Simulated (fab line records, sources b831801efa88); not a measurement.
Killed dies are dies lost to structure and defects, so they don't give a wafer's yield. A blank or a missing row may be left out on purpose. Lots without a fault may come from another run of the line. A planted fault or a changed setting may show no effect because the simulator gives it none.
Chamber matching | flow sfq_line | SFQ_TRILAYER_I6_DEP_PECVD_165 on pecvd-01: 3 sister chambers
The step deposits SiO2 from SiH4/N2O, time 111.11 s, target thk 500 nm. 14 wafers are shown with their chamber, then 7 later ones without.

WAFERS WITH THEIR CHAMBER
wafer  | chamber | throttle_valve_pct (%) | showerhead_vpp_V (V) | heater_power_outer_w (W)
L856.2 | 2       | 25.3                   | 876                  | 17
L856.3 | 0       | 28.5                   | 811                  | 26
L856.4 | 2       | 25.1                   | 863                  | 19
L858.2 | 0       | 28.4                   | 807                  | 25
L858.3 | 2       | 25.4                   | 874                  | 18
L858.5 | 2       | 25.1                   | 880                  | 19
L860.4 | 0       | 28.3                   | 800                  | 27
L860.5 | 2       | 25.2                   | 874                  | 18
L860.6 | 1       | 23.4                   | 853                  | 25
L870.1 | 0       | 28.5                   | 829                  | 23
L870.4 | 2       | 25.2                   | 869                  | 19
L870.6 | 0       | 28.3                   | 807                  | 25
L872.2 | 0       | 28.6                   | 819                  | 27
L872.4 | 1       | 23.7                   | 847                  | 27

SIGNATURES (means of the wafers above)
reading              | chamber 0 | chamber 1 | chamber 2 | scatter within a chamber
throttle_valve_pct   | 28.433    | 23.550    | 25.217    | 0.13
showerhead_vpp_V     | 812.17    | 850.00    | 872.67    | 8.12
heater_power_outer_w | 25.50     | 26.00     | 18.33     | 1.24
Rule: a wafer's distance from a chamber is the root of the sum, over the readings, of the square of ((its reading less the chamber's mean) divided by the reading's scatter). The wafer belongs to the nearest chamber; if the next one is less than 2 further off, it can't be placed. The scatter: the root of (the sum of the squares of (reading less its chamber's mean) over the shown wafers, divided by (wafers less chambers)).

WAFERS WITHOUT THEIR CHAMBER
wafer  | throttle_valve_pct (%) | showerhead_vpp_V (V) | heater_power_outer_w (W)
L872.5 | 28.4                   | 811                  | 28
L873.4 | 28.4                   | 812                  | 31
L873.5 | 25.2                   | 873                  | 19
L873.6 | 23.6                   | 852                  | 24
L878.1 | 24.4                   | 878                  | 27
L878.5 | 22.5                   | 837                  | 30
L878.6 | 24.7                   | 890                  | 29

WHICH CHAMBER EACH WENT THROUGH
wafer  | from the rows above     | in truth
L872.5 | 0                       | 0
L873.4 | 0                       | 0
L873.5 | 2                       | 2
L873.6 | 1                       | 1
L878.1 | 1                       | 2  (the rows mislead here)
L878.5 | 1                       | 1
L878.6 | can't be placed: 2 or 1 | 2
Placed correctly: 5 of 7. Can't be placed from these rows: 1 (the true chamber is among the candidates in 1). Placed wrongly: 1.
